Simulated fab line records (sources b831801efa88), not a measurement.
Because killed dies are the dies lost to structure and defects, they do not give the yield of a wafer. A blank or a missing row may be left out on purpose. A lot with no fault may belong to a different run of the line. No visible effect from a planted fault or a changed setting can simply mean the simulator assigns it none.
fab line records -- flow sky130
[record] lots = 6, wafers = 17, lastDay = 50
route steps=708 shown VT_ADJUST_LVTN@113 VT_ADJUST_NCORE@119 VT_ADJUST_HVTR@131 PAD_OPEN@708
lots untouched by any fault: they come from a run of this same line in which no faults occurred
startH: the number of hours between the record's first day and the start of the first shown wafer of the lot -- waitH: hours since the lot's step before -- " identical to the entry in the row above -- L1.1+2: several wafers, shown together as one row -- - value missing, or start not given -- * or withheld: withheld -- < > ~ a bound
route shown NAME@n: names a module that has steps shown in the file, with the first one's number in the route -- usual: the fault-free wafers' mean and standard deviation -- same: alike in all rows -- chamber/n: place in a boat -- sites: readings site by site -- _std_site: their standard deviation -- _edge_site: outer sites' mean less inner sites' -- radiusMm: how far each site lies from the wafer's centre -- mask NAME#n: copy n -- behind: the most recent tool/chamber to have shaped the wafer -- hold: cause of the lot's hold/its duration in hours/its outcome -- device: the transistor (n, p or np) that didn't switch -- end of line: tests run on the same wafers once the route is complete -- for a step that has no rows: nothing shown but its recipe -- killed: dies that structure and defects cost at the first sort, which is not the same as the wafer's yield -- map: shows each die of a wafer: x if killed, . if not, _ if none is there
set.NAME: the setting as run; set.NAME@STEP: as run at that earlier step -- model.NAME: the simulator's own value behind a step, which no gauge read
lots seen at some steps along the route; tables by step, rows by wafer
services: when a tool's chamber went out of use (startH, in hours from the record's first day, below 0 if earlier), for how many hours, and the reason
[[steps]]
[step SKY_VT_ADJUST_LVTN_PEB_16]
[recipe] tempC = withheld, timeS = *, resist = NOVOLAK
[step SKY_VT_ADJUST_LVTN_DEVELOP_17]
[recipe] resist = NOVOLAK, developer = TMAH, developTimeS = 60, devTempC = 23
[step SKY_VT_ADJUST_LVTN_OVL_MEAS_18]
[usual] VT_ADJUST_LVTN_01_OVL = 0.0/1.3
lot.wafer,tool,chamber,startH,waitH,VT_ADJUST_LVTN_01_OVL[nm]
L486.2,overlay-01,-,159.12,0.1,0.6
L486.3,overlay-01,-,159.12,0.1,-1.0
L486.4,overlay-01,-,159.12,0.1,-3.3
L493.1,overlay-01,-,204.70,0.1,0.3
L493.2,overlay-01,-,204.70,0.1,0.9
L493.6,overlay-01,-,204.70,0.1,-0.7
L504.1,overlay-01,-,286.00,0.1,-0.6
L504.3,overlay-01,-,286.00,0.1,-0.1
L504.6,overlay-01,-,286.00,0.1,0.9
L506.3,overlay-01,-,297.07,0.1,1.4
L506.6,overlay-01,-,297.07,0.1,0.2
L508.1,overlay-02,-,314.45,0.1,1.5
L508.4,overlay-02,-,314.45,0.1,2.0
L508.6,overlay-02,-,314.45,0.1,1.9
L509.1,overlay-01,-,319.55,0.1,2.5
L509.3,overlay-01,-,319.55,0.1,0.7
L509.6,overlay-01,-,319.55,0.1,2.0
[step SKY_VT_ADJUST_LVTN_IMPLANT_19]
[recipe] species = B, energyKev = 30, doseCm2 = 6.5e+11, tiltDeg = withheld
[step SKY_VT_ADJUST_LVTN_STRIP_20]
[recipe] chemistry = O2/N2, powerW = 1400, pressureMtorr = 1500, platenTempC = withheld, o2FlowSccm = 3000, n2FlowSccm = 300, overashFraction = 0.5
[usual] drypumpMotorCurrentA = 6.0/0.65, oesProductAu = 0.716/0.0043, stripTimeToEndpointS = 14.17/0.035
lot.wafer,tool,chamber,startH,waitH,drypumpMotorCurrentA,oesProductAu,rfHoursCounterH,stripTimeToEndpointS
L486.2,plasmaAsher-01,1,159.30,0.1,4.9,0.713,4,14.17
L486.3,plasmaAsher-01,0,159.30,0.1,6.5,0.708,-,14.18
L486.4,plasmaAsher-01,1,159.30,0.1,4.9,0.716,-,14.14
L493.1,plasmaAsher-04,0,204.89,0.1,5.3,0.710,51,14.13
L493.2,plasmaAsher-04,1,204.89,0.1,5.5,0.715,51,14.15
L493.6,plasmaAsher-04,1,204.89,0.1,5.5,0.722,-,14.17
L504.1,plasmaAsher-03,0,286.18,0.1,6.1,0.715,61,14.18
L504.3,plasmaAsher-03,1,286.18,0.1,6.6,0.718,-,14.20
L504.6,plasmaAsher-03,1,286.18,0.1,6.6,0.718,-,14.14
L506.3,plasmaAsher-01,1,297.28,0.1,5.0,0.718,-,14.23
L506.6,plasmaAsher-01,1,297.28,0.1,4.9,0.717,-,14.19
L508.1,plasmaAsher-01,1,314.63,0.1,5.0,0.710,19,14.15
L508.4,plasmaAsher-01,1,314.63,0.1,5.0,0.720,-,14.15
L508.6,plasmaAsher-01,1,314.63,0.1,4.9,0.721,-,14.17
L509.1,plasmaAsher-03,1,319.73,0.1,6.6,0.720,64,14.15
L509.3,plasmaAsher-03,1,319.73,0.1,6.6,0.715,-,14.20
L509.6,plasmaAsher-03,1,319.73,0.1,6.6,0.711,-,14.15
[step SKY_VT_ADJUST_LVTN_TW_MEAS_21]
[usual] VT_ADJUST_LVTN_2_TW = 187.1/2.1
lot.wafer,tool,chamber,startH,waitH,VT_ADJUST_LVTN_2_TW
L486.2,filmMetro-04,-,159.41,0.1,189.4
L486.3,filmMetro-04,-,159.41,0.1,187.8
L486.4,filmMetro-04,-,159.41,0.1,189.0
L493.1,filmMetro-04,-,204.99,0.1,188.4
L493.2,filmMetro-04,-,204.99,0.1,189.4
L493.6,filmMetro-04,-,204.99,0.1,188.7
L504.1,filmMetro-01,-,286.28,0.1,184.4
L504.3,filmMetro-01,-,286.28,0.1,185.8
L504.6,filmMetro-01,-,286.28,0.1,184.5
L506.3,filmMetro-04,-,297.37,0.1,188.5
L506.6,filmMetro-04,-,297.37,0.1,189.3
L508.1,filmMetro-01,-,314.73,0.1,185.1
L508.4,filmMetro-01,-,314.73,0.1,184.9
L508.6,filmMetro-01,-,314.73,0.1,185.0
L509.1,filmMetro-04,-,319.83,0.1,190.0
L509.3,filmMetro-04,-,319.83,0.1,189.2
L509.6,filmMetro-04,-,319.83,0.1,189.5
[step SKY_VT_ADJUST_NCORE_DEHYDRATE_00]
[recipe] tempC = 200, timeS = 60
[step SKY_VT_ADJUST_NCORE_HMDS_01]
[recipe] primeTimeS = 60, primeTempC = 120
[step SKY_VT_ADJUST_NCORE_COAT_02]
[recipe] resist = NOVOLAK, spinRpm = 3000, resistThkNm = 1140
[step SKY_VT_ADJUST_NCORE_SOFTBAKE_03]
[recipe] tempC = 90, timeS = 60, resist = NOVOLAK
[step SKY_VT_ADJUST_NCORE_EXPOSE_04]
[recipe] maskId = LVTN_COMPLEMENT_THIN, na = 0.6, sourceShape = conventional, sigmaOuter = 0.6, polarization = unpolarized, targetCdNm = 380, doseMj = 139
[step SKY_VT_ADJUST_NCORE_PEB_05]
[recipe] tempC = withheld, timeS = *, resist = NOVOLAK
[step SKY_VT_ADJUST_NCORE_DEVELOP_06]
[recipe] resist = NOVOLAK, developer = TMAH, developTimeS = 60, devTempC = 23
lot.wafer,tool,chamber,startH,waitH
L486.2+3+4,lithoTrack-03,0,179.37,0.1
L493.1+2+6,lithoTrack-04,0,227.05,0.1
L504.1+3+6,lithoTrack-03,0,311.55,0.1
L506.3+6,lithoTrack-03,0,323.40,0.1
L508.1+4+6,lithoTrack-04,0,341.25,0.1
L509.1+3+6,lithoTrack-04,0,346.75,0.1
[step SKY_VT_ADJUST_NCORE_CD_MEAS_07]
[recipe] targetCdNm = 380
[usual] cdNm = 379/3.1
lot.wafer,tool,chamber,startH,waitH,cdNm
L486.2,cdSem-01,-,179.52,0.1,376
L486.3,cdSem-01,-,179.52,0.1,374
L486.4,cdSem-01,-,179.52,0.1,373
L493.1,cdSem-01,-,227.20,0.1,379
L493.2,cdSem-01,-,227.20,0.1,378
L493.6,cdSem-01,-,227.20,0.1,376
L504.1,cdSem-02,-,311.70,0.1,382
L504.3,cdSem-02,-,311.70,0.1,380
L504.6,cdSem-02,-,311.70,0.1,-
L506.3,cdSem-02,-,323.54,0.1,384
L506.6,cdSem-02,-,323.54,0.1,-
L508.1,cdSem-02,-,341.40,0.1,379
L508.4,cdSem-02,-,341.40,0.1,379
L508.6,cdSem-02,-,341.40,0.1,377
L509.1,cdSem-02,-,346.90,0.1,382
L509.3,cdSem-02,-,346.90,0.1,379
L509.6,cdSem-02,-,346.90,0.1,380
[step SKY_VT_ADJUST_NCORE_OVL_MEAS_08]
[usual] VT_ADJUST_NCORE_OVL = 0.5/1.1
lot.wafer,tool,chamber,startH,waitH,VT_ADJUST_NCORE_OVL[nm]
L486.2,overlay-01,-,179.62,0.1,-0.8
L486.3,overlay-01,-,179.62,0.1,-1.0
L486.4,overlay-01,-,179.62,0.1,0.6
L493.1,overlay-02,-,227.32,0.1,1.3
L493.2,overlay-02,-,227.32,0.1,1.1
L493.6,overlay-02,-,227.32,0.1,1.8
L504.1,overlay-01,-,311.82,0.1,2.7
L504.3,overlay-01,-,311.82,0.1,2.8
L504.6,overlay-01,-,311.82,0.1,-
L506.3,overlay-01,-,323.63,0.1,-0.2
L506.6,overlay-01,-,323.63,0.1,-
L508.1,overlay-01,-,341.52,0.1,0.0
L508.4,overlay-01,-,341.52,0.1,-0.1
L508.6,overlay-01,-,341.52,0.1,0.0
L509.1,overlay-02,-,347.02,0.1,-0.4
L509.3,overlay-02,-,347.02,0.1,0.5
L509.6,overlay-02,-,347.02,0.1,0.8
[step SKY_VT_ADJUST_NCORE_IMPLANT_09]
[recipe] species = B, energyKev = 10, doseCm2 = 2.4e+12, tiltDeg = withheld
[step SKY_VT_ADJUST_NCORE_STRIP_10]
[recipe] chemistry = O2/N2, powerW = 1400, pressureMtorr = 1500, platenTempC = withheld, o2FlowSccm = 3000, n2FlowSccm = 300, overashFraction = 0.5
[usual] drypumpMotorCurrentA = 5.8/0.45, oesProductAu = 0.716/0.0048, stripTimeToEndpointS = 14.18/0.045
lot.wafer,tool,chamber,startH,waitH,drypumpMotorCurrentA,oesProductAu,rfHoursCounterH,stripTimeToEndpointS
L486.2,plasmaAsher-02,0,179.80,0.1,5.9,0.716,37,14.18
L486.3,plasmaAsher-02,0,179.80,0.1,5.9,0.712,-,14.22
L486.4,plasmaAsher-02,1,179.80,0.1,6.2,0.716,-,14.15
L493.1,plasmaAsher-03,1,227.51,0.1,6.5,0.711,55,14.17
L493.2,plasmaAsher-03,0,227.51,0.1,6.0,0.718,55,14.20
L493.6,plasmaAsher-03,1,227.51,0.1,6.6,0.723,-,14.17
L504.1,plasmaAsher-04,1,312.00,0.1,5.5,0.716,62,14.19
L504.3,plasmaAsher-04,1,312.00,0.1,5.5,0.715,-,14.17
L504.6,plasmaAsher-04,0,312.00,0.1,5.3,0.702,-,14.22
L506.3,plasmaAsher-04,1,323.84,0.1,5.5,0.715,-,14.17
L506.6,plasmaAsher-04,0,323.84,0.1,5.3,0.720,-,14.21
L508.1,plasmaAsher-02,0,341.70,0.1,5.9,0.710,52,14.10
L508.4,plasmaAsher-02,0,341.70,0.1,5.9,0.716,-,14.11
L508.6,plasmaAsher-02,1,341.70,0.1,6.2,0.714,-,14.10
L509.1,plasmaAsher-04,1,347.20,0.1,5.5,0.724,65,14.16
L509.3,plasmaAsher-04,1,347.20,0.1,5.5,0.710,-,14.17
L509.6,plasmaAsher-04,0,347.20,0.1,5.3,0.725,-,14.18
[step SKY_VT_ADJUST_NCORE_TW_MEAS_11]
[usual] VT_ADJUST_NCORE_TW = 216.8/1.5
lot.wafer,tool,chamber,startH,waitH,VT_ADJUST_NCORE_TW
L486.2,filmMetro-02,-,179.91,0.1,215.4
L486.3,filmMetro-02,-,179.91,0.1,215.2
L486.4,filmMetro-02,-,179.91,0.1,216.8
L493.1,filmMetro-01,-,227.61,0.1,215.9
L493.2,filmMetro-01,-,227.61,0.1,215.9
L493.6,filmMetro-01,-,227.61,0.1,215.8
L504.1,filmMetro-01,-,312.10,0.1,214.7
L504.3,filmMetro-01,-,312.10,0.1,216.0
L504.6,filmMetro-01,-,312.10,0.1,29.5
L506.3,filmMetro-02,-,323.92,0.1,216.8
L506.6,filmMetro-02,-,323.92,0.1,29.4
L508.1,filmMetro-01,-,341.80,0.1,215.3
L508.4,filmMetro-01,-,341.80,0.1,214.8
L508.6,filmMetro-01,-,341.80,0.1,216.2
L509.1,filmMetro-03,-,347.30,0.1,220.2
L509.3,filmMetro-03,-,347.30,0.1,220.2
L509.6,filmMetro-03,-,347.30,0.1,219.6
[step SKY_VT_ADJUST_HVTR_DEHYDRATE_00]
[recipe] tempC = 200, timeS = 60
[step SKY_PAD_OPEN_PROBE_99]
[usual] killed_at_M0_to_M3 = 45/7.3, killed_at_M4_up = 3.1/1.7, killedAtContacts = 25/5.1, killedAtFrontEnd = 15/4.5, killedAtOther = 0.3/0.56, killedDies = 88/9.4, killedOnRim = 17/4.3, killedOpen = 47/6.6, killedShort = 40/6.9
[same] grossDies = 492, killedAtBackSide = 0
lot.wafer,tool,chamber,startH,waitH,killed_at_M0_to_M3,killed_at_M4_up,killedAtContacts,killedAtFrontEnd,killedAtOther,killedDies,killedOnRim,killedOpen,killedShort,model.etest.pfet_16v.rOnOhmUm,model.etest.nfet_16v.rOnOhmUm,model.etest.pfetG5v0d10v5.rOnOhmUm,model.etest.tipP.rsOhmSq,model.etest.pfet_01v8.rOnOhmUm,model.etest.resPwellUnderGate.rsOhmSq,model.etest.nfetG5v0d10v5.rOnOhmUm,model.etest.tip_p_5v.rsOhmSq
L486.2,prober-02,-,1068.66,0.1,59,4,31,9,0,103,22,63,40,1.572e+04,1.408e+04,4848,6924,2907,2272,1906,2936
L486.3,prober-02,-,1068.71,0.2,38,5,18,10,0,71,11,38,32,1.557e+04,1.413e+04,4942,6908,2930,2272,1941,2940
L486.4,prober-02,-,1068.76,0.2,37,4,19,13,2,75,14,38,35,1.585e+04,1.422e+04,4886,6934,2902,2295,1947,2920
L493.1,prober-01,-,1116.86,0.1,41,1,27,22,1,92,19,52,40,1.513e+04,1.379e+04,4735,6891,2854,2293,1866,2857
L493.2,prober-01,-,1116.91,0.1,49,3,32,16,1,101,19,55,46,1.516e+04,1.38e+04,4754,6809,2936,2277,1876,2845
L493.6,prober-01,-,1117.11,0.2,35,1,32,29,0,97,25,55,42,1.497e+04,1.384e+04,4672,6817,2886,2280,1859,2854
L504.1,prober-01,-,1179.92,0.1,46,6,18,16,1,87,17,41,45,1.496e+04,1.421e+04,4774,6853,2952,2292,1897,2845
L504.3,prober-01,-,1180.02,0.2,52,2,28,16,1,99,26,57,42,1.49e+04,1.398e+04,4704,6902,2874,2287,1879,2863
L504.6,prober-01,-,1180.17,0.2,47,1,25,418,1,492,96,49,43,1.843e+04,1.082e+04,5890,7704,3385,2621,1569,3082
L506.3,prober-01,-,1187.20,0.2,51,0,21,8,1,81,8,47,32,1.542e+04,1.4e+04,4786,6888,2899,2309,1906,2838
L506.6,prober-01,-,1187.35,0.2,44,4,22,422,0,492,96,40,42,1.847e+04,1.103e+04,5891,7657,3327,2618,1585,3066
L508.1,prober-01,-,1196.66,0.1,42,3,25,11,1,82,15,42,40,1.528e+04,1.396e+04,4712,6696,2817,2292,1870,2850
L508.4,prober-01,-,1196.81,0.2,40,2,25,13,0,80,17,45,34,1.482e+04,1.381e+04,4740,6813,2854,2287,1892,2862
L508.6,prober-01,-,1196.91,0.2,46,3,26,12,2,89,17,41,47,1.488e+04,1.38e+04,4637,6742,2812,2276,1857,2868
L509.1,prober-02,-,1198.12,0.1,39,1,23,18,0,81,17,44,36,1.55e+04,1.384e+04,4755,6759,2932,2305,1874,2832
L509.3,prober-02,-,1198.22,0.2,46,1,20,18,0,85,21,39,46,1.568e+04,1.394e+04,4782,6791,2904,2309,1877,2844
L509.6,prober-02,-,1198.37,0.2,38,5,24,22,0,89,19,48,40,1.555e+04,1.391e+04,4725,6788,2912,2320,1883,2866
// killed by level:class
L486.2 CONTACT:geometricParticle:open=13 VIA2:geometricParticle:open=13 VIA1:geometricParticle:open=12 LI_CONTACT:geometricParticle:open=8 VIA3:geometricParticle:open=8 METAL1:geometricParticle:short=6 VIA3:geometricParticle:short=5 METAL2:geometricParticle:short=5
L486.3 LI_CONTACT:geometricParticle:open=7 VIA1:geometricParticle:open=7 VIA2:geometricParticle:open=6 CONTACT:geometricParticle:open=5 VIA1:geometricParticle:short=4 METAL1:geometricParticle:short=4 VIA2:geometricParticle:short=4 VIA3:geometricParticle:open=4
L486.4 VIA1:geometricParticle:open=9 VIA2:geometricParticle:open=8 CONTACT:geometricParticle:open=6 LI_CONTACT:geometricParticle:short=5 POLY_GATE:geometricParticle:open=4 METAL2:geometricParticle:short=4 FIELD_ISO:geometricParticle:short=3 POLY_GATE:geometricParticle:short=3
L493.1 CONTACT:geometricParticle:open=10 LI_CONTACT:geometricParticle:open=9 VIA1:geometricParticle:open=8 FIELD_ISO:geometricParticle:short=6 VIA1:geometricParticle:short=6 FIELD_ISO:geometricParticle:open=5 METAL1:geometricParticle:short=5 VIA2:geometricParticle:open=5
L493.2 VIA1:geometricParticle:open=16 VIA2:geometricParticle:open=10 LI_CONTACT:geometricParticle:open=10 CONTACT:geometricParticle:short=9 POLY_GATE:geometricParticle:short=7 CONTACT:geometricParticle:open=6 VIA1:geometricParticle:short=5 LI_CONTACT:geometricParticle:short=4
L493.6 CONTACT:geometricParticle:open=11 VIA1:geometricParticle:open=11 FIELD_ISO:geometricParticle:short=10 LI_CONTACT:geometricParticle:open=10 LI_CONTACT:geometricParticle:short=6 VIA3:geometricParticle:open=6 FIELD_ISO:geometricParticle:open=5 POLY_GATE:geometricParticle:short=5
L504.1 VIA3:geometricParticle:open=9 CONTACT:geometricParticle:open=8 VIA2:geometricParticle:open=6 METAL2:geometricParticle:short=6 METAL4:geometricParticle:short=6 POLY_GATE:geometricParticle:open=5 METAL1:geometricParticle:short=5 VIA1:geometricParticle:short=5
L504.3 VIA3:geometricParticle:open=16 CONTACT:geometricParticle:open=10 LI_CONTACT:geometricParticle:open=9 METAL2:geometricParticle:short=9 METAL1:geometricParticle:short=7 VIA1:geometricParticle:open=7 FIELD_ISO:geometricParticle:open=5 VIA2:geometricParticle:open=4
L504.6 VT_ADJUST_NCORE:areaDevelop=400 CONTACT:geometricParticle:open=12 VIA2:geometricParticle:open=10 FIELD_ISO:geometricParticle:short=8 LI_CONTACT:geometricParticle:open=7 METAL2:geometricParticle:short=7 VIA1:geometricParticle:short=6 VIA1:geometricParticle:open=6
L506.3 VIA1:geometricParticle:open=9 LI_CONTACT:geometricParticle:open=9 VIA2:geometricParticle:open=8 CONTACT:geometricParticle:open=6 METAL2:geometricParticle:short=6 VIA1:geometricParticle:short=5 VIA3:geometricParticle:open=5 METAL3:geometricParticle:short=5
L506.6 VT_ADJUST_NCORE:areaDevelop=410 VIA1:geometricParticle:open=10 CONTACT:geometricParticle:open=8 VIA3:geometricParticle:open=8 VIA1:geometricParticle:short=6 CONTACT:geometricParticle:short=6 METAL3:geometricParticle:short=6 METAL2:geometricParticle:short=5
L508.1 LI_CONTACT:geometricParticle:open=10 VIA1:geometricParticle:open=9 METAL1:geometricParticle:short=8 CONTACT:geometricParticle:open=7 VIA2:geometricParticle:short=5 CONTACT:geometricParticle:short=4 VIA1:geometricParticle:short=3 VIA3:geometricParticle:open=3
L508.4 CONTACT:geometricParticle:open=12 VIA2:geometricParticle:open=9 LI_CONTACT:geometricParticle:open=9 METAL2:geometricParticle:short=6 POLY_GATE:geometricParticle:open=4 POLY_GATE:geometricParticle:short=4 VIA1:geometricParticle:short=4 METAL1:geometricParticle:short=4
L508.6 VIA1:geometricParticle:open=12 CONTACT:geometricParticle:open=11 METAL2:geometricParticle:short=9 METAL1:geometricParticle:short=5 VIA3:geometricParticle:open=5 FIELD_ISO:geometricParticle:short=4 LI_CONTACT:geometricParticle:open=4 LOCAL_INTERCONNECT:geometricParticle:short=4
L509.1 VIA1:geometricParticle:open=10 CONTACT:geometricParticle:open=8 FIELD_ISO:geometricParticle:short=6 VIA2:geometricParticle:open=6 LI_CONTACT:geometricParticle:open=5 VIA3:geometricParticle:open=5 CONTACT:geometricParticle:short=4 VIA1:geometricParticle:short=4
L509.3 VIA1:geometricParticle:open=12 METAL2:geometricParticle:short=7 VIA1:geometricParticle:short=7 CONTACT:geometricParticle:open=6 METAL1:geometricParticle:short=6 LI_CONTACT:geometricParticle:open=5 FIELD_ISO:geometricParticle:short=4 POLY_GATE:geometricParticle:short=4
L509.6 VIA1:geometricParticle:open=9 LI_CONTACT:geometricParticle:open=8 POLY_GATE:geometricParticle:open=7 LOCAL_INTERCONNECT:geometricParticle:short=7 VIA3:geometricParticle:open=7 METAL1:geometricParticle:short=5 VIA2:geometricParticle:open=5 VIA1:geometricParticle:short=4
// map L504.6 (x killed, . not)
__________xxxxxxxxxx_________
________xxxxxxxxxxxxxx_______
______xxxxxxxxxxxxxxxxxx_____
_____xxxxxxxxxxxxxxxxxxxx____
____xxxxxxxxxxxxxxxxxxxxxx___
___xxxxxxxxxxxxxxxxxxxxxxxx__
__xxxxxxxxxxxxxxxxxxxxxxxxxx_
_xxxxxxxxxxxxxxxxxxxxxxxxxxxx
_xxxxxxxxxxxxxxxxxxxxxxxxxxxx
_xxxxxxxxxxxxxxxxxxxxxxxxxxxx
_xxxxxxxxxxxxxxxxxxxxxxxxxxxx
_xxxxxxxxxxxxxxxxxxxxxxxxxxxx
_xxxxxxxxxxxxxxxxxxxxxxxxxxxx
_xxxxxxxxxxxxxxxxxxxxxxxxxxxx
_xxxxxxxxxxxxxxxxxxxxxxxxxxxx
__xxxxxxxxxxxxxxxxxxxxxxxxxx_
___xxxxxxxxxxxxxxxxxxxxxxxx__
____xxxxxxxxxxxxxxxxxxxxxx___
_____xxxxxxxxxxxxxxxxxxxx____
______xxxxxxxxxxxxxxxxxx_____
________xxxxxxxxxxxxxx_______
__________xxxxxxxxxx_________
// map L506.6 (x killed, . not)
__________xxxxxxxxxx_________
________xxxxxxxxxxxxxx_______
______xxxxxxxxxxxxxxxxxx_____
_____xxxxxxxxxxxxxxxxxxxx____
____xxxxxxxxxxxxxxxxxxxxxx___
___xxxxxxxxxxxxxxxxxxxxxxxx__
__xxxxxxxxxxxxxxxxxxxxxxxxxx_
_xxxxxxxxxxxxxxxxxxxxxxxxxxxx
_xxxxxxxxxxxxxxxxxxxxxxxxxxxx
_xxxxxxxxxxxxxxxxxxxxxxxxxxxx
_xxxxxxxxxxxxxxxxxxxxxxxxxxxx
_xxxxxxxxxxxxxxxxxxxxxxxxxxxx
_xxxxxxxxxxxxxxxxxxxxxxxxxxxx
_xxxxxxxxxxxxxxxxxxxxxxxxxxxx
_xxxxxxxxxxxxxxxxxxxxxxxxxxxx
__xxxxxxxxxxxxxxxxxxxxxxxxxx_
___xxxxxxxxxxxxxxxxxxxxxxxx__
____xxxxxxxxxxxxxxxxxxxxxx___
_____xxxxxxxxxxxxxxxxxxxx____
______xxxxxxxxxxxxxxxxxx_____
________xxxxxxxxxxxxxx_______
__________xxxxxxxxxx_________
[[services]]
tool,chamber,startH,hours,kind
plasmaAsher-03,-,155.52,1.0,repair
plasmaAsher-03,-,187.46,2.8,pm
plasmaAsher-01,-,294.21,2.9,repair
plasmaAsher-03,-,313.73,1.2,repair
[[key]]
[firstSign] step = SKY_VT_ADJUST_NCORE_CD_MEAS_07, reading = cdNm, direction = missing
[effect] step = SKY_VT_ADJUST_NCORE_OVL_MEAS_08, reading = VT_ADJUST_NCORE_OVL, direction = missing
[effect] step = SKY_VT_ADJUST_NCORE_TW_MEAS_11, reading = VT_ADJUST_NCORE_TW, direction = down, sigmas = 99+, usual = 216.8, struck = 29.5
[effect] step = SKY_PAD_OPEN_PROBE_99, reading = killedAtFrontEnd, direction = up, sigmas = 90, usual = 15, struck = 420
[modelEffect] step = SKY_PAD_OPEN_PROBE_99, value = etest.pfet_16v.rOnOhmUm, without = 1.519e+04, struck = 1.845e+04
[moreKillsBornAt] SKY_VT_ADJUST_NCORE_DEVELOP_06@lithoTrack-03 = 810
metAt SKY_VT_ADJUST_NCORE_DEVELOP_06
struckWafers L504.6,L506.6
testerLeftOut L504,L506
onsetBetween 179.37 311.55
[fault] kind = processParameterDrift, tool = lithoTrack-03, chamber = -, onsetH = 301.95, steps = SKY_VT_ADJUST_NCORE_DEVELOP_06, channel = developTimeS, offset = *, shape = step, endH = 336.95, scope = struckWafersOnly, actsIn = *, stated = *
// testerLeftOut: of these lots the tester's yield and bins aren't shown, on N5 and GAA mostly nor the transistor test; their killed dies are dies lost to structure and defects alone, not to doping, threshold or leakage, so they don't give the yield
